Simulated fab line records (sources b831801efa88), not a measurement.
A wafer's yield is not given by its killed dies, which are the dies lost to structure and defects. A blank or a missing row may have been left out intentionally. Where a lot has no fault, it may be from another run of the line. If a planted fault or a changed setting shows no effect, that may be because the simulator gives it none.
Which tool did it? / flow gf180mcu / 72 wafers from 24 lots sampled at 5 of the route's 602 steps

WHAT THE GAUGES READ, wafer by wafer
GF_HV_LDD_OVL_MEAS_32. Usual: HV_LDD_02_OVL typically reads -1.2 nm, with standard deviation 1.4.
lot=L074; measured=day 11 11:23; on=overlay-01; HV_LDD_02_OVL (nm)=-1.5 -3.1 -2.3; flag=
lot=L075; measured=day 11 20:38; on=overlay-01; HV_LDD_02_OVL (nm)=0.8 0.1 -0.1; flag=
lot=L076; measured=day 12 04:23; on=overlay-02; HV_LDD_02_OVL (nm)=0.7 0.9 0.5; flag=
lot=L077; measured=day 12 13:59; on=overlay-01; HV_LDD_02_OVL (nm)=-1.0 -0.9 1.0; flag=
lot=L078; measured=day 12 22:51; on=overlay-01; HV_LDD_02_OVL (nm)=-0.6 -1.3 -1.5; flag=
lot=L079; measured=day 13 03:27; on=overlay-01; HV_LDD_02_OVL (nm)=0.0 -1.2 -1.3; flag=
lot=L080; measured=day 13 13:45; on=overlay-02; HV_LDD_02_OVL (nm)=0.2 2.0 1.1; flag=
lot=L081; measured=day 13 21:52; on=overlay-02; HV_LDD_02_OVL (nm)=0.6 -0.1 -0.9; flag=
lot=L082; measured=day 14 03:56; on=overlay-01; HV_LDD_02_OVL (nm)=0.8 -2.0 -2.6; flag=
lot=L083; measured=day 14 13:50; on=overlay-02; HV_LDD_02_OVL (nm)=-2.6 -2.3 -3.8; flag=
lot=L084; measured=day 14 19:41; on=overlay-02; HV_LDD_02_OVL (nm)=-0.6 -2.4 -0.5; flag=
lot=L085; measured=day 14 22:29; on=overlay-02; HV_LDD_02_OVL (nm)=0.0 -0.5 -0.3; flag=
lot=L086; measured=day 15 09:10; on=overlay-01; HV_LDD_02_OVL (nm)=-1.0 -1.7 -0.5; flag=
lot=L087; measured=day 15 15:21; on=overlay-01; HV_LDD_02_OVL (nm)=-1.3 0.4 -0.6; flag=
lot=L088; measured=day 16 13:59; on=overlay-02; HV_LDD_02_OVL (nm)=-0.7 0.0 -1.5; flag=
lot=L089; measured=day 16 18:44; on=overlay-02; HV_LDD_02_OVL (nm)=0.5 -1.8 0.5; flag=
lot=L090; measured=day 16 21:25; on=overlay-01; HV_LDD_02_OVL (nm)=-0.3 -0.9 -3.5; flag=
lot=L091; measured=day 17 02:11; on=overlay-02; HV_LDD_02_OVL (nm)=-0.2 -0.9 -0.2; flag=
lot=L092; measured=day 17 15:17; on=overlay-01; HV_LDD_02_OVL (nm)=-1.8 -1.5 -1.2; flag=
lot=L093; measured=day 18 01:27; on=overlay-02; HV_LDD_02_OVL (nm)=-1.0 -1.9 -2.1; flag=
lot=L094; measured=day 18 02:39; on=overlay-01; HV_LDD_02_OVL (nm)=-3.5 -3.8 -4.7; flag=
lot=L095; measured=day 18 16:49; on=overlay-02; HV_LDD_02_OVL (nm)=-1.7 -1.3 -2.5; flag=
lot=L096; measured=day 18 18:04; on=overlay-01; HV_LDD_02_OVL (nm)=-2.3 -2.9 -3.0; flag=
lot=L097; measured=day 19 01:32; on=overlay-01; HV_LDD_02_OVL (nm)=-1.8 -0.5 -2.8; flag=

GF_SAB_OVL_MEAS_10. Usual: SAB_OVL typically reads -0.7 nm, with standard deviation 1.5.
lot=L074; measured=day 14 23:44; on=overlay-02; SAB_OVL (nm)=0.5 1.0 -1.1; flag=
lot=L075; measured=day 15 12:32; on=overlay-02; SAB_OVL (nm)=0.3 2.4 1.5; flag=
lot=L076; measured=day 15 21:02; on=overlay-02; SAB_OVL (nm)=1.5 0.5 -0.3; flag=
lot=L077; measured=day 16 04:57; on=overlay-01; SAB_OVL (nm)=-0.1 -3.7 -1.0; flag=
lot=L078; measured=day 16 16:12; on=overlay-02; SAB_OVL (nm)=-0.2 -0.4 0.8; flag=
lot=L079; measured=day 17 00:21; on=overlay-01; SAB_OVL (nm)=-1.0 0.5 0.3; flag=
lot=L080; measured=day 17 08:39; on=overlay-02; SAB_OVL (nm)=-1.9 -2.0 -1.1; flag=
lot=L081; measured=day 17 18:48; on=overlay-02; SAB_OVL (nm)=-1.5 0.3 -1.9; flag=
lot=L082; measured=day 18 00:54; on=overlay-02; SAB_OVL (nm)=-1.5 0.3 -1.1; flag=
lot=L083; measured=day 18 16:23; on=overlay-01; SAB_OVL (nm)=1.0 -0.4 -1.8; flag=
lot=L084; measured=day 18 18:42; on=overlay-01; SAB_OVL (nm)=-0.3 1.1 -1.4; flag=
lot=L085; measured=day 18 21:19; on=overlay-01; SAB_OVL (nm)=-3.2 -1.0 -3.3; flag=
lot=L086; measured=day 19 10:39; on=overlay-01; SAB_OVL (nm)=-3.0 -2.6 -1.9; flag=
lot=L087; measured=day 19 22:03; on=overlay-02; SAB_OVL (nm)=-2.9 -2.2 -3.3; flag=
lot=L088; measured=day 20 18:46; on=overlay-02; SAB_OVL (nm)=-1.1 -2.6 -2.2; flag=
lot=L089; measured=day 20 23:06; on=overlay-02; SAB_OVL (nm)=-0.9 -2.0 -3.4; flag=
lot=L090; measured=day 21 01:18; on=overlay-02; SAB_OVL (nm)=-2.6 -1.0 -1.4; flag=
lot=L091; measured=day 21 07:02; on=overlay-02; SAB_OVL (nm)=0.0 0.6 2.0; flag=
lot=L092; measured=day 21 18:51; on=overlay-02; SAB_OVL (nm)=-1.0 -3.5 -1.1; flag=
lot=L093; measured=day 22 08:57; on=overlay-02; SAB_OVL (nm)=-0.6 2.0 0.6; flag=
lot=L094; measured=day 22 08:22; on=overlay-02; SAB_OVL (nm)=0.9 0.3 -2.4; flag=
lot=L095; measured=day 22 22:38; on=overlay-02; SAB_OVL (nm)=-2.2 -1.1 0.0; flag=
lot=L096; measured=day 22 23:20; on=overlay-02; SAB_OVL (nm)=0.1 0.1 1.1; flag=
lot=L097; measured=day 23 03:53; on=overlay-01; SAB_OVL (nm)=-0.8 -0.9 -0.7; flag=

GF_V3_THK_MEAS_01. Usual: V3_CVD_00_THK typically reads 573 nm, with standard deviation 6.1.
lot=L074; measured=day 21 05:14; on=film metro-04; V3_CVD_00_THK (nm)=571 577 565; flag=
lot=L075; measured=day 21 19:35; on=film metro-02; V3_CVD_00_THK (nm)=579 579 560; flag=
lot=L076; measured=day 22 04:41; on=film metro-04; V3_CVD_00_THK (nm)=579 586 574; flag=
lot=L077; measured=day 22 12:53; on=film metro-03; V3_CVD_00_THK (nm)=570 565 562; flag=
lot=L078; measured=day 23 00:28; on=film metro-03; V3_CVD_00_THK (nm)=578 575 574; flag=
lot=L079; measured=day 23 10:14; on=film metro-04; V3_CVD_00_THK (nm)=570 576 573; flag=
lot=L080; measured=day 23 17:23; on=film metro-02; V3_CVD_00_THK (nm)=577 569 574; flag=
lot=L081; measured=day 24 03:37; on=film metro-04; V3_CVD_00_THK (nm)=566 576 580; flag=
lot=L082; measured=day 24 07:54; on=film metro-04; V3_CVD_00_THK (nm)=570 559 564; flag=
lot=L083; measured=day 24 23:38; on=film metro-04; V3_CVD_00_THK (nm)=576 567 568; flag=
lot=L084; measured=day 25 00:49; on=film metro-03; V3_CVD_00_THK (nm)=579 578 582; flag=
lot=L085; measured=day 25 04:43; on=film metro-02; V3_CVD_00_THK (nm)=573 577 576; flag=
lot=L086; measured=day 25 15:14; on=film metro-03; V3_CVD_00_THK (nm)=572 573 576; flag=
lot=L087; measured=day 26 01:54; on=film metro-02; V3_CVD_00_THK (nm)=571 574 570; flag=
lot=L088; measured=day 26 19:04; on=film metro-04; V3_CVD_00_THK (nm)=569 574 571; flag=
lot=L089; measured=day 26 23:05; on=film metro-04; V3_CVD_00_THK (nm)=570 569 570; flag=
lot=L090; measured=day 27 01:11; on=film metro-04; V3_CVD_00_THK (nm)=581 569 567; flag=
lot=L091; measured=day 27 05:47; on=film metro-04; V3_CVD_00_THK (nm)=570 563 571; flag=
lot=L092; measured=day 27 15:44; on=film metro-02; V3_CVD_00_THK (nm)=578 570 576; flag=
lot=L093; measured=day 28 04:38; on=film metro-02; V3_CVD_00_THK (nm)=568 574 570; flag=
lot=L094; measured=day 28 02:32; on=film metro-04; V3_CVD_00_THK (nm)=576 577 574; flag=
lot=L095; measured=day 28 14:37; on=film metro-04; V3_CVD_00_THK (nm)=585 583 573; flag=
lot=L096; measured=day 28 15:52; on=film metro-04; V3_CVD_00_THK (nm)=568 563 573; flag=
lot=L097; measured=day 28 18:49; on=film metro-04; V3_CVD_00_THK (nm)=577 569 572; flag=

WHICH TOOL RAN EACH LOT (tool, then ch and the chambers of the sampled wafers, then the start)
lot=L074; GF_V1_STRIP_18=plasma asher-02 ch 0,1, day 17 23:11; GF_M3_METAL_ETCH_16=rie metal-03 ch 0,1, day 21 04:28
lot=L075; GF_V1_STRIP_18=plasma asher-02 ch 0,1, day 18 13:59; GF_M3_METAL_ETCH_16=rie metal-04 ch 1, day 21 18:46
lot=L076; GF_V1_STRIP_18=plasma asher-01 ch 0, day 18 22:28; GF_M3_METAL_ETCH_16=rie metal-01 ch 0,1, day 22 03:58
lot=L077; GF_V1_STRIP_18=plasma asher-01 ch 0,1, day 19 07:29; GF_M3_METAL_ETCH_16=rie metal-03 ch 0,1, day 22 12:10
lot=L078; GF_V1_STRIP_18=plasma asher-02 ch 0,1, day 19 19:47; GF_M3_METAL_ETCH_16=rie metal-03 ch 0,1, day 22 23:43
lot=L079; GF_V1_STRIP_18=plasma asher-01 ch 0,1, day 20 06:18; GF_M3_METAL_ETCH_16=rie metal-01 ch 0,1, day 23 09:31
lot=L080; GF_V1_STRIP_18=plasma asher-02 ch 0,1, day 20 13:13; GF_M3_METAL_ETCH_16=rie metal-01 ch 0,1, day 23 16:37
lot=L081; GF_V1_STRIP_18=plasma asher-01 ch 0,1, day 21 01:14; GF_M3_METAL_ETCH_16=rie metal-04 ch 0,1, day 24 02:52
lot=L082; GF_V1_STRIP_18=plasma asher-02 ch 0,1, day 21 06:04; GF_M3_METAL_ETCH_16=rie metal-03 ch 0,1, day 24 07:11
lot=L083; GF_V1_STRIP_18=plasma asher-01 ch 0,1, day 21 21:37; GF_M3_METAL_ETCH_16=rie metal-04 ch 0, day 24 22:44
lot=L084; GF_V1_STRIP_18=plasma asher-01 ch 0,1, day 22 00:01; GF_M3_METAL_ETCH_16=rie metal-03 ch 0,1, day 25 00:02
lot=L085; GF_V1_STRIP_18=plasma asher-03 ch 0,1, day 22 03:46; GF_M3_METAL_ETCH_16=rie metal-04 ch 0, day 25 03:54
lot=L086; GF_V1_STRIP_18=plasma asher-01 ch 0,1, day 22 14:42; GF_M3_METAL_ETCH_16=rie metal-04 ch 0, day 25 14:22
lot=L087; GF_V1_STRIP_18=plasma asher-01 ch 0,1, day 23 01:30; GF_M3_METAL_ETCH_16=rie metal-03 ch 0,1, day 26 01:09
lot=L088; GF_V1_STRIP_18=plasma asher-03 ch 0,1, day 23 19:56; GF_M3_METAL_ETCH_16=rie metal-03 ch 0,1, day 26 16:52
lot=L089; GF_V1_STRIP_18=plasma asher-01 ch 0,1, day 24 00:59; GF_M3_METAL_ETCH_16=rie metal-04 ch 1, day 26 22:22
lot=L090; GF_V1_STRIP_18=plasma asher-01 ch 0,1, day 24 03:19; GF_M3_METAL_ETCH_16=rie metal-01 ch 0, day 27 00:22
lot=L091; GF_V1_STRIP_18=plasma asher-02 ch 0,1, day 24 09:10; GF_M3_METAL_ETCH_16=rie metal-04 ch 0,1, day 27 05:02
lot=L092; GF_V1_STRIP_18=plasma asher-03 ch 0,1, day 24 20:35; GF_M3_METAL_ETCH_16=rie metal-03 ch 0,1, day 27 15:01
lot=L093; GF_V1_STRIP_18=plasma asher-01 ch 0,1, day 25 09:22; GF_M3_METAL_ETCH_16=rie metal-04 ch 0,1, day 28 03:53
lot=L094; GF_V1_STRIP_18=plasma asher-02 ch 0,1, day 25 08:20; GF_M3_METAL_ETCH_16=rie metal-03 ch 0,1, day 28 01:49
lot=L095; GF_V1_STRIP_18=plasma asher-01 ch 0,1, day 25 21:01; GF_M3_METAL_ETCH_16=rie metal-04 ch 0,1, day 28 13:55
lot=L096; GF_V1_STRIP_18=plasma asher-02 ch 0,1, day 25 22:27; GF_M3_METAL_ETCH_16=rie metal-04 ch 0,1, day 28 15:10
lot=L097; GF_V1_STRIP_18=plasma asher-02 ch 0,1, day 26 01:37; GF_M3_METAL_ETCH_16=rie metal-03 ch 0,1, day 28 18:07
- GF_V1_STRIP_18: strips in O2/N2.
- GF_M3_METAL_ETCH_16: etches the open film in Cl2/BCl3, stops on SiO2, target depth 627.5 nm, time 104.6 s.

AS READ BY THE TOOLS THEMSELVES (means over the sampled wafers that have a number; for cases with no such wafer, the mark the record gives instead)
GF_V1_STRIP_18. Usual: drypump motor current A 5.4 A, standard deviation 0.41; heater power w 319 W, standard deviation 25; oes product au 0.590 a.u., standard deviation 0.005.
lot=L074; tool=plasma asher-02; drypump motor current A (A)=5.1; heater power w (W)=331; oes product au (a.u.)=0.591; flag=
lot=L075; tool=plasma asher-02; drypump motor current A (A)=5.2; heater power w (W)=312; oes product au (a.u.)=0.592; flag=
lot=L076; tool=plasma asher-01; drypump motor current A (A)=5.2; heater power w (W)=322; oes product au (a.u.)=0.591; flag=
lot=L077; tool=plasma asher-01; drypump motor current A (A)=5.8; heater power w (W)=307; oes product au (a.u.)=0.590; flag=
lot=L078; tool=plasma asher-02; drypump motor current A (A)=5.1; heater power w (W)=330; oes product au (a.u.)=0.589; flag=
lot=L079; tool=plasma asher-01; drypump motor current A (A)=5.5; heater power w (W)=318; oes product au (a.u.)=0.588; flag=
lot=L080; tool=plasma asher-02; drypump motor current A (A)=5.3; heater power w (W)=309; oes product au (a.u.)=0.596; flag=
lot=L081; tool=plasma asher-01; drypump motor current A (A)=5.5; heater power w (W)=320; oes product au (a.u.)=0.592; flag=
lot=L082; tool=plasma asher-02; drypump motor current A (A)=5.3; heater power w (W)=309; oes product au (a.u.)=0.593; flag=
lot=L083; tool=plasma asher-01; drypump motor current A (A)=5.5; heater power w (W)=317; oes product au (a.u.)=0.593; flag=
lot=L084; tool=plasma asher-01; drypump motor current A (A)=5.8; heater power w (W)=308; oes product au (a.u.)=0.588; flag=
lot=L085; tool=plasma asher-03; drypump motor current A (A)=5.5; heater power w (W)=333; oes product au (a.u.)=0.589; flag=
lot=L086; tool=plasma asher-01; drypump motor current A (A)=5.5; heater power w (W)=318; oes product au (a.u.)=0.591; flag=
lot=L087; tool=plasma asher-01; drypump motor current A (A)=5.5; heater power w (W)=320; oes product au (a.u.)=0.591; flag=
lot=L088; tool=plasma asher-03; drypump motor current A (A)=5.5; heater power w (W)=333; oes product au (a.u.)=0.585; flag=
lot=L089; tool=plasma asher-01; drypump motor current A (A)=5.5; heater power w (W)=319; oes product au (a.u.)=0.585; flag=
lot=L090; tool=plasma asher-01; drypump motor current A (A)=5.8; heater power w (W)=312; oes product au (a.u.)=0.591; flag=
lot=L091; tool=plasma asher-02; drypump motor current A (A)=5.1; heater power w (W)=340; oes product au (a.u.)=0.593; flag=
lot=L092; tool=plasma asher-03; drypump motor current A (A)=5.3; heater power w (W)=339; oes product au (a.u.)=0.587; flag=
lot=L093; tool=plasma asher-01; drypump motor current A (A)=5.5; heater power w (W)=317; oes product au (a.u.)=0.588; flag=
lot=L094; tool=plasma asher-02; drypump motor current A (A)=5.1; heater power w (W)=330; oes product au (a.u.)=0.588; flag=
lot=L095; tool=plasma asher-01; drypump motor current A (A)=5.5; heater power w (W)=318; oes product au (a.u.)=0.590; flag=
lot=L096; tool=plasma asher-02; drypump motor current A (A)=5.1; heater power w (W)=332; oes product au (a.u.)=0.590; flag=
lot=L097; tool=plasma asher-02; drypump motor current A (A)=5.1; heater power w (W)=337; oes product au (a.u.)=0.591; flag=

GF_M3_METAL_ETCH_16. Usual: bcl3 flow sccm 40.02 sccm, standard deviation 0.11; drypump motor current A 5.6 A, standard deviation 0.39; oes product au 0.972 a.u., standard deviation 0.0078; throttle valve pct 28.250 %, standard deviation 0.011.
lot=L074; tool=rie metal-03; bcl3 flow sccm (sccm)=39.95; drypump motor current A (A)=5.5; oes product au (a.u.)=0.978; throttle valve pct (%)=28.245; flag=
lot=L075; tool=rie metal-04; bcl3 flow sccm (sccm)=40.02; drypump motor current A (A)=5.0; oes product au (a.u.)=0.968; throttle valve pct (%)=28.247; flag=
lot=L076; tool=rie metal-01; bcl3 flow sccm (sccm)=39.97; drypump motor current A (A)=6.2; oes product au (a.u.)=0.967; throttle valve pct (%)=28.253; flag=
lot=L077; tool=rie metal-03; bcl3 flow sccm (sccm)=39.95; drypump motor current A (A)=5.7; oes product au (a.u.)=0.957; throttle valve pct (%)=28.254; flag=
lot=L078; tool=rie metal-03; bcl3 flow sccm (sccm)=40.20; drypump motor current A (A)=5.5; oes product au (a.u.)=0.973; throttle valve pct (%)=28.246; flag=
lot=L079; tool=rie metal-01; bcl3 flow sccm (sccm)=40.05; drypump motor current A (A)=6.2; oes product au (a.u.)=0.981; throttle valve pct (%)=28.254; flag=
lot=L080; tool=rie metal-01; bcl3 flow sccm (sccm)=39.90; drypump motor current A (A)=6.2; oes product au (a.u.)=0.969; throttle valve pct (%)=28.250; flag=
lot=L081; tool=rie metal-04; bcl3 flow sccm (sccm)=39.91; drypump motor current A (A)=5.4; oes product au (a.u.)=0.973; throttle valve pct (%)=28.243; flag=
lot=L082; tool=rie metal-03; bcl3 flow sccm (sccm)=39.95; drypump motor current A (A)=5.7; oes product au (a.u.)=0.964; throttle valve pct (%)=28.258; flag=
lot=L083; tool=rie metal-04; bcl3 flow sccm (sccm)=40.04; drypump motor current A (A)=5.6; oes product au (a.u.)=0.973; throttle valve pct (%)=28.250; flag=
lot=L084; tool=rie metal-03; bcl3 flow sccm (sccm)=40.01; drypump motor current A (A)=5.7; oes product au (a.u.)=0.979; throttle valve pct (%)=28.250; flag=
lot=L085; tool=rie metal-04; bcl3 flow sccm (sccm)=40.12; drypump motor current A (A)=5.6; oes product au (a.u.)=0.963; throttle valve pct (%)=28.259; flag=
lot=L086; tool=rie metal-04; bcl3 flow sccm (sccm)=39.98; drypump motor current A (A)=5.6; oes product au (a.u.)=0.973; throttle valve pct (%)=28.249; flag=
lot=L087; tool=rie metal-03; bcl3 flow sccm (sccm)=40.04; drypump motor current A (A)=5.7; oes product au (a.u.)=0.965; throttle valve pct (%)=28.259; flag=
lot=L088; tool=rie metal-03; bcl3 flow sccm (sccm)=40.03; drypump motor current A (A)=5.5; oes product au (a.u.)=0.968; throttle valve pct (%)=28.256; flag=
lot=L089; tool=rie metal-04; bcl3 flow sccm (sccm)=39.93; drypump motor current A (A)=5.0; oes product au (a.u.)=0.968; throttle valve pct (%)=28.255; flag=
lot=L090; tool=rie metal-01; bcl3 flow sccm (sccm)=39.93; drypump motor current A (A)=6.4; oes product au (a.u.)=0.977; throttle valve pct (%)=28.245; flag=
lot=L091; tool=rie metal-04; bcl3 flow sccm (sccm)=40.09; drypump motor current A (A)=5.2; oes product au (a.u.)=0.978; throttle valve pct (%)=28.243; flag=
lot=L092; tool=rie metal-03; bcl3 flow sccm (sccm)=40.06; drypump motor current A (A)=5.7; oes product au (a.u.)=0.977; throttle valve pct (%)=28.249; flag=
lot=L093; tool=rie metal-04; bcl3 flow sccm (sccm)=40.00; drypump motor current A (A)=5.4; oes product au (a.u.)=0.975; throttle valve pct (%)=28.250; flag=
lot=L094; tool=rie metal-03; bcl3 flow sccm (sccm)=40.03; drypump motor current A (A)=5.5; oes product au (a.u.)=0.978; throttle valve pct (%)=28.245; flag=
lot=L095; tool=rie metal-04; bcl3 flow sccm (sccm)=40.00; drypump motor current A (A)=5.4; oes product au (a.u.)=0.977; throttle valve pct (%)=28.248; flag=
lot=L096; tool=rie metal-04; bcl3 flow sccm (sccm)=40.09; drypump motor current A (A)=5.2; oes product au (a.u.)=0.970; throttle valve pct (%)=28.245; flag=
lot=L097; tool=rie metal-03; bcl3 flow sccm (sccm)=39.94; drypump motor current A (A)=5.7; oes product au (a.u.)=0.976; throttle valve pct (%)=28.244; flag=

THE ANSWER, worked out from the rows above alone
Rule: a lot is off if the mean of its wafers that have a number lies more than 3 standard deviations from the usual mean. Also off: a lot with no number at a reading for which 4 or more lots have one. All remaining lots with rows at the step are treated as sound. The gauges are gone through in route order, then the tools' own readings, and for those a lot's mean is taken as printed above. The first step at which some lot is off is used, and at that step the reading that is off furthest; a lot without a number counts as furthest.
No lot is off at any reading shown: from this, nothing can be told.

WHAT WAS PUT IN BY THE SIMULATOR
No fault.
